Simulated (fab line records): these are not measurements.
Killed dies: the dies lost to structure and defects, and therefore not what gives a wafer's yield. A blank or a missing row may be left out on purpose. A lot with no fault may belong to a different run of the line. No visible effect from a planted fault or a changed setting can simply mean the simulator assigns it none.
What tool caused it? -- flow sky130 -- 42 wafers from 14 lots sampled at 2 of the route's 708 steps

== WHAT EACH GAUGE READ, for each wafer ==
Not one reading of a measure or inspect step in the record can be checked against a usual standard deviation.

== WHICH TOOL RAN EACH LOT (tool, then ch and the chambers of the sampled wafers, then the start) ==
lot,SKY_VT_ADJUST_PCH_STRIP_09,SKY_PAD_OPEN_PROBE_99
L426,"plasma-asher-02 ch 0,1, day 10 14:58",-
L428,"plasma-asher-04 ch 0,1, day 10 22:29",-
L427,"plasma-asher-02 ch 0,1, day 11 02:57",-
L429,"plasma-asher-01 ch 0,1, day 11 11:36","prober-01, day 46 08:04"
L431,"plasma-asher-02 ch 0,1, day 12 01:26",-
L433,"plasma-asher-01 ch 0,1, day 12 20:28",-
L435,"plasma-asher-01 ch 0,1, day 13 02:38","prober-01, day 47 14:45"
L440,"plasma-asher-02 ch 0,1, day 15 00:10",-
L442,"plasma-asher-04 ch 0,1, day 15 10:20",-
L443,"plasma-asher-04 ch 0,1, day 15 18:12",-
L446,"plasma-asher-01 ch 0,1, day 16 19:44","prober-01, day 50 13:33"
L447,"plasma-asher-04 ch 0,1, day 17 03:08",-
L448,"plasma-asher-01 ch 0,1, day 17 05:56",-
L449,"plasma-asher-01 ch 1, day 17 17:39",-
- SKY_VT_ADJUST_PCH_STRIP_09: strips in O2/N2.
- SKY_PAD_OPEN_PROBE_99

== AS READ BY THE TOOLS THEMSELVES (means over the sampled wafers that have a number; for cases with no such wafer, the mark the record gives instead) ==
SKY_VT_ADJUST_PCH_STRIP_09.
lot,tool,drypump-motor-current-A (A),o2-flow-sccm (sccm),oes-product-au (a.u.),strip-time-to-endpoint-s (s)
L426,plasma-asher-02,5.9,2993,0.722,36.88
L428,plasma-asher-04,5.6,3002,0.720,37.01
L427,plasma-asher-02,6.0,2991,0.720,36.93
L429,plasma-asher-01,6.1,3006,0.715,36.72
L431,plasma-asher-02,5.9,2995,0.718,36.89
L433,plasma-asher-01,5.7,2995,0.754,34.73
L435,plasma-asher-01,5.7,3002,0.761,34.78
L440,plasma-asher-02,5.9,3019,0.724,37.00
L442,plasma-asher-04,5.6,2997,0.726,36.90
L443,plasma-asher-04,5.5,3012,0.722,36.90
L446,plasma-asher-01,6.1,3000,0.719,36.86
L447,plasma-asher-04,5.5,2994,0.717,36.93
L448,plasma-asher-01,5.7,3015,0.721,36.93
L449,plasma-asher-01,5.3,3008,0.720,36.81

SKY_PAD_OPEN_PROBE_99.
lot,tool,killed_at_M0_to_M3,killed_at_M4_up,killed-at-contacts,killed-at-front-end,killed-at-other,killed-dies,killed-open,killed-short
L429,prober-01,44,4.3,19,18,0.0,85,47,37
L435,prober-01,49,3.3,21,14,0.3,87,51,36
L446,prober-01,49,5.0,26,14,0.0,93,56,36

== THE ANSWER, worked out from the rows above alone ==
Rule: the lots themselves supply what counts as usual. The widest of any qualifying gaps counts: lots, ordered by their means at a reading, are off when they make up no more than a third of the lots, leave a main group of 4 or more, and stand apart from it by 3 or more times the standard deviation of that group's means. The tables above print the reading to a certain number of digits; a main group whose means all agree to those digits is not used. Also off: a lot with no number at a reading for which 4 or more lots have one. All remaining lots with rows at the step are treated as sound. After the gauges, taken in route order, come the tools' own readings; for these a lot's mean is taken, as printed above. The first step at which some lot is off is used, and at that step the reading that is off furthest; a lot without a number counts as furthest.
Off: L433, L435 (SKY_VT_ADJUST_PCH_STRIP_09, strip-time-to-endpoint-s). For the main group the mean is 36.90 s and the standard deviation 0.075.
A tool fits if, at that step or a process step before it, it ran every lot that is off, and no sound lot after the first of them. None of those tried fits.

== WHAT THE SIMULATOR HAD PUT IN ==
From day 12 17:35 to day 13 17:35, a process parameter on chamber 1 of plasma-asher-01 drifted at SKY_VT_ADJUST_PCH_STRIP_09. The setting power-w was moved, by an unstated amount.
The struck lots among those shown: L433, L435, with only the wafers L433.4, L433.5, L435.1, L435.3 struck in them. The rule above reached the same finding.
